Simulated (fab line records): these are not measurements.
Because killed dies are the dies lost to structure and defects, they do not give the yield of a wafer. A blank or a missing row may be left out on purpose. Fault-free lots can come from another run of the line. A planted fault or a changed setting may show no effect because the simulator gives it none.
Which of the tools did it?    flow sky130    12 lots, 36 wafers sampled, at 2 steps of a route of 708

== WHAT EACH GAUGE READ, for each wafer ==
SKY_METAL2_CD_MEAS_15 targets a cd of 140 nm.
lot   measured      on        cdNm (nm)
L075  day 36 01:23  cdSem-01  140.5 139.4 142.5
L077  day 36 20:40  cdSem-02  139.7 140.1 140.5
L078  day 37 04:31  cdSem-01  142.3 141.4 141.1
L081  day 38 00:58  cdSem-01  136.0 138.9 138.2
L083  day 38 17:00  cdSem-02  142.4 142.4 142.7
L084  day 39 03:25  cdSem-01  141.1 141.9 139.5
L087  day 40 04:20  cdSem-01  140.7 142.2 142.2
L089  day 41 00:19  cdSem-01  140.0 140.4 140.0
L091  day 41 19:05  cdSem-02  140.3 142.4 140.6
L093  day 42 05:47  cdSem-01  138.9 140.1 139.9
L096  day 42 11:47  cdSem-02  140.9 142.4 140.1
L097  day 42 17:32  cdSem-01  139.0 140.0 139.7

== WHAT TOOL EACH LOT RAN ON (gives the tool, then ch and the chambers of the sampled wafers, and finally the start) ==
lot   SKY_METAL1_SPUTTER_02
L075  pvdSputter-02, day 32 12:53
L077  pvdSputter-04, day 33 10:17
L078  pvdSputter-01, day 33 17:16
L081  pvdSputter-04, day 34 15:13
L083  pvdSputter-02, day 35 07:36
L084  pvdSputter-02, day 35 17:11
L087  pvdSputter-02, day 36 20:28
L089  pvdSputter-04, day 37 18:13
L091  pvdSputter-02, day 38 12:50
L093  pvdSputter-01, day 38 22:59
L096  pvdSputter-01, day 39 05:21
L097  pvdSputter-04, day 39 12:13
- SKY_METAL1_SPUTTER_02: material AlCu, target thk 250 nm, time 13.3 s.

== THE ANSWER, worked out from the rows above alone ==
Rule: the usual values come from the lots themselves. Put in order of their means at a reading, lots are off if they are a third of the lots or fewer, leave a main group of 4 or more, and stand apart from it by a gap of 3 or more times the standard deviation of the main group's means; of several such gaps the widest counts. A main group whose means are all the same, to the digits that the tables above print for the reading, isn't used. A lot without any number at a reading at which 4 lots or more have one is off too. Where the step has rows for the other lots, those lots are counted as sound.
No lot is off on any of the readings shown, so nothing can be concluded from this.

== WHAT THE SIMULATOR HAD INSERTED ==
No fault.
